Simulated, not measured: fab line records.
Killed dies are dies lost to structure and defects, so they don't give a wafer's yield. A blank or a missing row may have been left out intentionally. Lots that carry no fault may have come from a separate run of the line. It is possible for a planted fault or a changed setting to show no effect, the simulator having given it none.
fab line records -- flow sfq_line
[record] lots = 16, wafers = 48, last_day = 87
route steps=325 shown M3@131 I3@145 I4@170 JJ@180
lots untouched by any fault: they come from a run of this same line in which no faults occurred
start_h: start of the lot's first displayed wafer, in hours after the record's first day -- wait_h: time in hours since the lot's previous step -- " repeats the value in the row above -- L1.1+2: a single row standing in for several wafers -- - no value, or no start given -- * or withheld: withheld -- < > ~ a bound
route shown NAME@n: a module of which the file shows steps, and the number in the route of the first -- usual: average and standard deviation across the fault-free wafers -- same: alike in all rows -- chamber/n: place in a boat -- sites: each site's reading -- _std_site: standard deviation of those values -- _edge_site: outer sites' mean less inner sites' -- radius_mm: for every site, how far away it sits from the centre of the wafer -- mask NAME#n: copy n -- behind: the most recent tool/chamber to have shaped the wafer -- hold: why the lot was held/for how many hours/how that ended -- device: which transistor (n, p or np) failed to switch -- end of line: the same wafers' tests at the end of the route -- a step without rows: its recipe alone -- killed: dies lost to structure and defects at the first sort, not the wafer's yield -- map: dies across one wafer; x = killed, . = not, _ = none there
set.NAME: the setting as run; set.NAME@STEP: as run at that earlier step -- model.NAME: the simulator's own value behind a step, which no gauge read
the route's steps for a sample of lots (tables are steps, rows are wafers)
services: a tool's chamber out of use, with start hour (start_h, from the record's first day; less than 0 if before it), hours out, and reason
[[steps]]
[step SFQ_TRILAYER_M3_STRIP_STRIP_079]
[recipe] gas = O2, power_w = 200, platen_temp_c = 40, overash_fraction = 0.65, chemistry = O2, pressure_mtorr = 50
[usual] drypump_motor_current_A = 5.8/0.38, oes_product_au = 0.999/0.0079
lot.wafer,tool,chamber,start_h,wait_h,drypump_motor_current_A,oes_product_au,rf_hours_counter_h
L493.3,rie_metal-03,1,891.79,0.2,6.1,1.009,-
L493.4,rie_metal-03,0,891.79,0.2,5.6,0.998,-
L493.5,rie_metal-03,1,891.79,0.2,6.1,0.994,-
L494.2,rie_metal-03,0,899.37,0.1,5.6,1.001,97
L494.4,rie_metal-03,1,899.37,0.1,6.1,1.018,-
L494.5,rie_metal-03,1,899.37,0.1,6.1,1.003,-
L495.2,rie_metal-02,0,911.92,0.1,5.6,0.996,64
L495.5,rie_metal-02,1,911.92,0.1,6.5,1.001,-
L495.6,rie_metal-02,0,911.92,0.1,5.6,0.994,-
L497.2,rie_metal-04,0,930.15,0.1,5.8,0.998,85
L497.4,rie_metal-04,0,930.15,0.1,5.9,0.994,-
L497.6,rie_metal-04,0,930.15,0.1,5.9,0.992,-
L498.2,rie_metal-02,1,935.33,0.4,6.5,1.001,-
L498.3,rie_metal-02,1,935.33,0.4,6.5,0.992,-
L498.4,rie_metal-02,1,935.33,0.4,6.5,1.005,-
L499.1,rie_metal-03,1,944.55,0.1,6.1,1.005,86
L499.2,rie_metal-03,0,944.55,0.1,5.6,0.991,107
L499.3,rie_metal-03,0,944.55,0.1,5.6,1.005,-
L500.1,rie_metal-02,0,948.15,0.1,5.6,1.001,70
L500.3,rie_metal-02,0,948.15,0.1,5.6,1.006,-
L500.5,rie_metal-02,0,948.15,0.1,5.6,1.003,-
L501.2,rie_metal-04,1,953.33,0.4,5.4,0.983,-
L501.3,rie_metal-04,1,953.33,0.4,5.4,1.005,-
L501.5,rie_metal-04,1,953.33,0.4,5.4,1.000,-
L507.3,rie_metal-03,1,1114.14,0.2,6.1,1.002,-
L507.4,rie_metal-03,0,1114.14,0.2,5.6,1.007,-
L507.5,rie_metal-03,0,1114.14,0.2,5.6,0.999,-
L508.2,rie_metal-04,1,1115.14,0.1,5.4,0.993,98
L508.3,rie_metal-04,0,1115.14,0.1,5.9,0.979,-
L508.6,rie_metal-04,1,1115.14,0.1,5.4,0.992,-
L510.1,rie_metal-04,1,1117.54,0.1,5.4,1.010,99
L510.2,rie_metal-04,0,1117.54,0.1,5.9,0.986,94
L510.5,rie_metal-04,1,1117.54,0.1,5.4,1.002,-
L511.1,rie_metal-04,0,1285.89,0.1,5.9,1.008,1
L511.2,rie_metal-04,1,1285.89,0.1,5.4,0.998,122
L511.3,rie_metal-04,1,1285.89,0.1,5.4,0.998,-
L512.2,rie_metal-03,0,1288.29,0.1,5.6,1.001,20
L512.3,rie_metal-03,1,1288.29,0.1,6.1,0.997,-
L512.6,rie_metal-03,0,1288.29,0.1,5.6,1.002,-
L513.1,rie_metal-04,1,1291.89,0.1,5.3,0.988,122
L513.2,rie_metal-04,0,1291.89,0.1,5.9,0.985,1
L513.3,rie_metal-04,1,1291.89,0.1,5.3,0.996,-
L514.2,rie_metal-02,1,1307.49,0.1,6.5,1.002,10
L514.5,rie_metal-02,1,1307.49,0.1,6.5,1.003,-
L514.6,rie_metal-02,0,1307.49,0.1,5.6,0.992,-
L515.3,rie_metal-02,0,1317.29,0.2,5.6,0.999,-
L515.5,rie_metal-02,1,1317.29,0.2,6.5,1.006,-
L515.6,rie_metal-02,0,1317.29,0.2,5.6,0.997,-
[step SFQ_TRILAYER_I3_VIA_ETCH_VIA_ETCH_088]
[recipe] target = SiO2, stop_on = Nb, mask_material = PR, taper_deg = 20, chemistry = CHF3, target_depth_nm = 260, source_w = 500, bias_w = 80, pressure_mtorr = 30, time_s = withheld
[usual] drypump_motor_current_A = 6.0/0.43, oes_product_au = 0.854/0.0047
lot.wafer,tool,chamber,start_h,wait_h,drypump_motor_current_A,oes_product_au
L493.3,rie_diel-02,0,938.40,0.0,5.5,0.861
L493.4,rie_diel-02,3,938.40,0.0,5.1,0.864
L493.5,rie_diel-02,2,938.40,0.0,6.5,0.855
L494.2,rie_diel-02,1,942.00,0.0,5.9,0.850
L494.4,rie_diel-02,0,942.00,0.0,5.4,0.859
L494.5,rie_diel-02,1,942.00,0.0,5.8,0.854
L495.2,rie_diel-04,1,945.60,0.0,6.2,0.849
L495.5,rie_diel-04,3,945.60,0.0,5.8,0.853
L495.6,rie_diel-04,2,945.60,0.0,6.2,0.856
L497.2,rie_diel-03,2,951.60,0.0,6.3,0.845
L497.4,rie_diel-03,1,951.60,0.0,6.2,0.864
L497.6,rie_diel-03,2,951.60,0.0,6.3,0.857
L498.2,rie_diel-02,0,1087.29,0.0,5.4,0.852
L498.3,rie_diel-02,0,1087.29,0.0,5.4,0.851
L498.4,rie_diel-02,3,1087.29,0.0,5.1,0.860
L499.1,rie_diel-04,3,1088.60,0.0,5.8,0.855
L499.2,rie_diel-04,2,1088.60,0.0,6.2,0.856
L499.3,rie_diel-04,0,1088.60,0.0,5.9,0.848
L500.1,rie_diel-02,1,1089.80,0.0,5.8,0.859
L500.3,rie_diel-02,0,1089.80,0.0,5.4,0.856
L500.5,rie_diel-02,1,1089.80,0.0,5.8,0.851
L501.2,rie_diel-03,1,1091.00,0.0,6.1,0.861
L501.3,rie_diel-03,0,1091.00,0.0,6.7,0.857
L501.5,rie_diel-03,1,1091.00,0.0,6.1,0.858
L507.3,rie_diel-02,3,1128.98,0.0,5.1,0.861
L507.4,rie_diel-02,0,1128.98,0.0,5.4,0.849
L507.5,rie_diel-02,1,1128.98,0.0,5.8,0.860
L508.2,rie_diel-04,2,1252.50,0.0,6.2,0.856
L508.3,rie_diel-04,0,1252.50,0.0,5.9,0.855
L508.6,rie_diel-04,3,1252.50,0.0,5.8,0.851
L510.1,rie_diel-03,3,1258.50,0.0,6.2,0.857
L510.2,rie_diel-03,2,1258.50,0.0,6.3,0.854
L510.5,rie_diel-03,2,1258.50,0.0,6.3,0.848
L511.1,rie_diel-02,0,1295.19,0.0,5.4,0.849
L511.2,rie_diel-02,1,1295.19,0.0,5.8,0.859
L511.3,rie_diel-02,3,1295.19,0.0,5.1,0.852
L512.2,rie_diel-03,1,1297.44,0.0,6.2,0.852
L512.3,rie_diel-03,0,1297.44,0.0,6.7,0.862
L512.6,rie_diel-03,2,1297.44,0.0,6.3,0.848
L513.1,rie_diel-03,0,1302.24,0.0,6.7,0.851
L513.2,rie_diel-03,1,1302.24,0.0,6.2,0.861
L513.3,rie_diel-03,2,1302.24,0.0,6.3,0.852
L514.2,rie_diel-03,2,1319.17,0.0,6.3,0.853
L514.5,rie_diel-03,2,1319.17,0.0,6.3,0.843
L514.6,rie_diel-03,1,1319.17,0.0,6.1,0.849
L515.3,rie_diel-04,0,1442.95,0.0,5.9,0.860
L515.5,rie_diel-04,1,1442.95,0.0,6.1,0.855
L515.6,rie_diel-04,0,1442.95,0.0,5.9,0.861
[step SFQ_TRILAYER_I4_VIA_LITHO_EXPOSE_104]
[recipe] mask_id = I4, na = 0.6, source_shape = conventional, sigma_outer = 0.65, target_cd_nm = 700, dose_mj = 21.3
[usual] exposure_dose_mJ_cm2 = 21.298/0.019
lot.wafer,tool,chamber,start_h,wait_h,mask,exposure_dose_mJ_cm2
L493.3,krf_scanner-02,0,1043.85,-,I4#0,21.279
L493.4,krf_scanner-02,0,1043.85,-,I4#0,21.284
L493.5,krf_scanner-02,0,1043.85,-,I4#0,21.299
L494.2,krf_scanner-02,0,1045.76,-,I4#0,21.297
L494.4,krf_scanner-02,0,1045.76,-,I4#0,21.271
L494.5,krf_scanner-02,0,1045.76,-,I4#0,21.261
L495.2,krf_scanner-02,0,1047.50,-,I4#0,21.277
L495.5,krf_scanner-02,0,1047.50,-,I4#0,21.292
L495.6,krf_scanner-02,0,1047.50,-,I4#0,21.290
L497.2,krf_scanner-02,0,1052.36,-,I4#0,21.334
L497.4,krf_scanner-02,0,1052.36,-,I4#0,21.303
L497.6,krf_scanner-02,0,1052.36,-,I4#0,21.315
L498.2,krf_scanner-02,0,1221.60,-,I4#0,21.297
L498.3,krf_scanner-02,0,1221.60,-,I4#0,21.310
L498.4,krf_scanner-02,0,1221.60,-,I4#0,21.318
L499.1,krf_scanner-02,0,1223.80,-,I4#0,21.301
L499.2,krf_scanner-02,0,1223.80,-,I4#0,21.267
L499.3,krf_scanner-02,0,1223.80,-,I4#0,21.285
L500.1,krf_scanner-02,0,1227.35,-,I4#0,21.326
L500.3,krf_scanner-02,0,1227.35,-,I4#0,21.320
L500.5,krf_scanner-02,0,1227.35,-,I4#0,21.285
L501.2,krf_scanner-02,0,1231.15,-,I4#0,21.285
L501.3,krf_scanner-02,0,1231.15,-,I4#0,21.288
L501.5,krf_scanner-02,0,1231.15,-,I4#0,21.323
L507.3,krf_scanner-01,0,1254.73,-,I4#0,21.298
L507.4,krf_scanner-01,0,1254.73,-,I4#0,21.302
L507.5,krf_scanner-01,0,1254.73,-,I4#0,21.278
L508.2,krf_scanner-01,0,1263.52,-,I4#0,21.316
L508.3,krf_scanner-01,0,1263.52,-,I4#0,21.312
L508.6,krf_scanner-01,0,1263.52,-,I4#0,21.289
L510.1,krf_scanner-01,0,1357.61,-,I4#0,21.276
L510.2,krf_scanner-01,0,1357.61,-,I4#0,21.333
L510.5,krf_scanner-01,0,1357.61,-,I4#0,21.327
L511.1,krf_scanner-01,0,1426.26,-,I4#0,21.278
L511.2,krf_scanner-01,0,1426.26,-,I4#0,21.314
L511.3,krf_scanner-01,0,1426.26,-,I4#0,21.303
L512.2,krf_scanner-01,0,1430.06,-,I4#0,21.291
L512.3,krf_scanner-01,0,1430.06,-,I4#0,21.285
L512.6,krf_scanner-01,0,1430.06,-,I4#0,21.280
L513.1,krf_scanner-01,0,1435.86,-,I4#0,21.320
L513.2,krf_scanner-01,0,1435.86,-,I4#0,21.309
L513.3,krf_scanner-01,0,1435.86,-,I4#0,21.286
L514.2,krf_scanner-01,0,1455.68,-,I4#0,21.313
L514.5,krf_scanner-01,0,1455.68,-,I4#0,21.286
L514.6,krf_scanner-01,0,1455.68,-,I4#0,21.275
L515.3,krf_scanner-01,0,1689.61,-,I4#0,21.263
L515.5,krf_scanner-01,0,1689.61,-,I4#0,21.291
L515.6,krf_scanner-01,0,1689.61,-,I4#0,21.280
[step SFQ_I4_OVL_MEAS_928]
[usual] I4_OVL = 4/5.2
lot.wafer,tool,chamber,start_h,wait_h,I4_OVL[nm]
L493.3,overlay-01,-,1044.96,0.1,10
L493.4,overlay-01,-,1044.96,0.1,6
L493.5,overlay-01,-,1044.96,0.1,4
L494.2,overlay-02,-,1047.06,0.1,-11
L494.4,overlay-02,-,1047.06,0.1,0
L494.5,overlay-02,-,1047.06,0.1,-5
L495.2,overlay-02,-,1048.80,0.1,6
L495.5,overlay-02,-,1048.80,0.1,7
L495.6,overlay-02,-,1048.80,0.1,5
L497.2,overlay-02,-,1053.66,0.1,2
L497.4,overlay-02,-,1053.66,0.1,0
L497.6,overlay-02,-,1053.66,0.1,2
L498.2,overlay-02,-,1222.90,0.1,89
L498.3,overlay-02,-,1222.90,0.1,93
L498.4,overlay-02,-,1222.90,0.1,91
L499.1,overlay-01,-,1225.30,0.1,88
L499.2,overlay-01,-,1225.30,0.1,86
L499.3,overlay-01,-,1225.30,0.1,85
L500.1,overlay-02,-,1228.85,0.1,96
L500.3,overlay-02,-,1228.85,0.1,92
L500.5,overlay-02,-,1228.85,0.1,96
L501.2,overlay-02,-,1232.45,0.1,101
L501.3,overlay-02,-,1232.45,0.1,99
L501.5,overlay-02,-,1232.45,0.1,97
L507.3,overlay-01,-,1255.84,0.1,10
L507.4,overlay-01,-,1255.84,0.1,8
L507.5,overlay-01,-,1255.84,0.1,3
L508.2,overlay-01,-,1264.83,0.1,1
L508.3,overlay-01,-,1264.83,0.1,-4
L508.6,overlay-01,-,1264.83,0.1,-3
L510.1,overlay-01,-,1359.11,0.1,-6
L510.2,overlay-01,-,1359.11,0.1,-7
L510.5,overlay-01,-,1359.11,0.1,3
L511.1,overlay-02,-,1427.76,0.1,8
L511.2,overlay-02,-,1427.76,0.1,1
L511.3,overlay-02,-,1427.76,0.1,4
L512.2,overlay-02,-,1431.36,0.1,2
L512.3,overlay-02,-,1431.36,0.1,3
L512.6,overlay-02,-,1431.36,0.1,3
L513.1,overlay-02,-,1437.36,0.1,2
L513.2,overlay-02,-,1437.36,0.1,1
L513.3,overlay-02,-,1437.36,0.1,3
L514.2,overlay-01,-,1456.98,0.1,9
L514.5,overlay-01,-,1456.98,0.1,8
L514.6,overlay-01,-,1456.98,0.1,9
L515.3,overlay-02,-,1690.72,0.1,5
L515.5,overlay-02,-,1690.72,0.1,4
L515.6,overlay-02,-,1690.72,0.1,7
[step SFQ_TRILAYER_JJ_TRILAYER_DEP_SPUTTER_110]
[recipe] material = Al, base_pressure_pa = 1.33e-06, target_thk_nm = 8, power_w = 500, time_s = 10, chamber_pressure_pa = 0.4
[usual] chamber_pressure_pa = 0.3999/0.00076, throttle_valve_pct = 29.8/0.72
lot.wafer,tool,chamber,start_h,wait_h,chamber_pressure_pa,throttle_valve_pct
L493.3,pvd_sputter-05,-,1046.62,0.0,0.3988,29.2
L493.4,pvd_sputter-05,-,1046.62,0.0,0.4009,30.0
L493.5,pvd_sputter-05,-,1046.62,0.0,0.4003,29.7
L494.2,pvd_sputter-03,-,1048.14,0.0,0.3996,31.3
L494.4,pvd_sputter-03,-,1048.14,0.0,0.3994,29.9
L494.5,pvd_sputter-03,-,1048.14,0.0,0.3995,29.2
L495.2,pvd_sputter-06,-,1050.46,0.0,0.4000,29.1
L495.5,pvd_sputter-06,-,1050.46,0.0,0.4002,29.4
L495.6,pvd_sputter-06,-,1050.46,0.0,0.3982,29.5
L497.2,pvd_sputter-06,-,1054.72,0.0,0.3997,29.7
L497.4,pvd_sputter-06,-,1054.72,0.0,0.3995,29.9
L497.6,pvd_sputter-06,-,1054.72,0.0,0.4001,29.6
L498.2,pvd_sputter-06,-,1223.98,0.0,0.4015,29.4
L498.3,pvd_sputter-06,-,1223.98,0.0,0.3994,29.7
L498.4,pvd_sputter-06,-,1223.98,0.0,0.3991,29.7
L499.1,pvd_sputter-05,-,1226.36,0.0,0.4009,29.7
L499.2,pvd_sputter-05,-,1226.36,0.0,0.4003,31.4
L499.3,pvd_sputter-05,-,1226.36,0.0,0.3991,30.0
L500.1,pvd_sputter-03,-,1230.51,0.0,0.3998,31.0
L500.3,pvd_sputter-03,-,1230.51,0.0,0.4000,29.1
L500.5,pvd_sputter-03,-,1230.51,0.0,0.3984,29.9
L501.2,pvd_sputter-06,-,1233.51,0.0,0.3993,29.8
L501.3,pvd_sputter-06,-,1233.51,0.0,0.3992,29.3
L501.5,pvd_sputter-06,-,1233.51,0.0,0.3995,29.7
L507.3,pvd_sputter-03,-,1257.49,0.0,0.3990,29.4
L507.4,pvd_sputter-03,-,1257.49,0.0,0.3988,29.0
L507.5,pvd_sputter-03,-,1257.49,0.0,0.4003,30.1
L508.2,pvd_sputter-03,-,1265.89,0.0,0.4002,29.4
L508.3,pvd_sputter-03,-,1265.89,0.0,0.4015,29.2
L508.6,pvd_sputter-03,-,1265.89,0.0,0.4002,29.8
L510.1,pvd_sputter-06,-,1360.19,0.0,0.3996,29.4
L510.2,pvd_sputter-06,-,1360.19,0.0,0.4003,29.2
L510.5,pvd_sputter-06,-,1360.19,0.0,0.4004,29.6
L511.1,pvd_sputter-06,-,1428.82,0.0,0.4010,29.6
L511.2,pvd_sputter-06,-,1428.82,0.0,0.3995,29.1
L511.3,pvd_sputter-06,-,1428.82,0.0,0.3995,29.6
L512.2,pvd_sputter-03,-,1432.42,0.0,0.3991,31.2
L512.3,pvd_sputter-03,-,1432.42,0.0,0.4004,29.1
L512.6,pvd_sputter-03,-,1432.42,0.0,0.4003,31.1
L513.1,pvd_sputter-06,-,1438.42,0.0,0.4003,29.4
L513.2,pvd_sputter-06,-,1438.42,0.0,0.4007,29.8
L513.3,pvd_sputter-06,-,1438.42,0.0,0.4002,29.4
L514.2,pvd_sputter-03,-,1458.04,0.0,0.3983,30.1
L514.5,pvd_sputter-03,-,1458.04,0.0,0.4007,31.3
L514.6,pvd_sputter-03,-,1458.04,0.0,0.3994,29.2
L515.3,pvd_sputter-03,-,1692.09,0.0,0.4001,29.2
L515.5,pvd_sputter-03,-,1692.09,0.0,0.4005,31.0
L515.6,pvd_sputter-03,-,1692.09,0.0,0.4009,30.0
[[services]]
tool,chamber,start_h,hours,kind
krf_scanner-01,-,879.62,1.3,pm
krf_scanner-01,-,908.25,0.8,pm
krf_scanner-02,-,952.90,0.1,repair
krf_scanner-02,-,960.15,0.6,repair
krf_scanner-01,-,982.43,1.0,pm
krf_scanner-02,-,983.75,1.3,pm
krf_scanner-02,-,993.45,1.0,pm
krf_scanner-01,-,1021.11,1.5,repair
krf_scanner-01,-,1056.16,1.3,pm
krf_scanner-01,-,1077.17,0.8,pm
krf_scanner-01,-,1123.03,0.2,repair
krf_scanner-02,-,1127.70,4.0,pm
krf_scanner-01,-,1134.60,4.4,pm
krf_scanner-01,-,1150.98,1.0,pm
krf_scanner-02,-,1158.30,1.3,pm
krf_scanner-02,-,1161.87,1.0,pm
krf_scanner-01,-,1175.99,0.4,repair
krf_scanner-01,-,1196.03,0.3,repair
krf_scanner-01,-,1231.75,1.3,pm
krf_scanner-02,-,1235.75,4.4,pm
krf_scanner-01,-,1245.18,0.8,pm
krf_scanner-02,-,1266.23,5.2,repair
krf_scanner-01,-,1318.09,38.5,repair
krf_scanner-01,-,1356.61,1.0,pm
[[key]]
[first_sign] step = SFQ_I4_OVL_MEAS_928, reading = I4_OVL, direction = up, sigmas = 17, usual = 4, struck = 93
effect none on later readings
met_at SFQ_TRILAYER_I4_VIA_LITHO_EXPOSE_104
struck_lots L498,L499,L500,L501
not_acting_at SFQ_TRILAYER_M3_STRIP_STRIP_079,SFQ_TRILAYER_I3_VIA_ETCH_VIA_ETCH_088,SFQ_TRILAYER_JJ_TRILAYER_DEP_SPUTTER_110
onset_between 1052.36 1221.60
[fault] kind = scanner_matching_overlay, tool = krf_scanner-02, chamber = -, onset_h = 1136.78, steps = SFQ_TRILAYER_I4_VIA_LITHO_EXPOSE_104, offset = 87.1
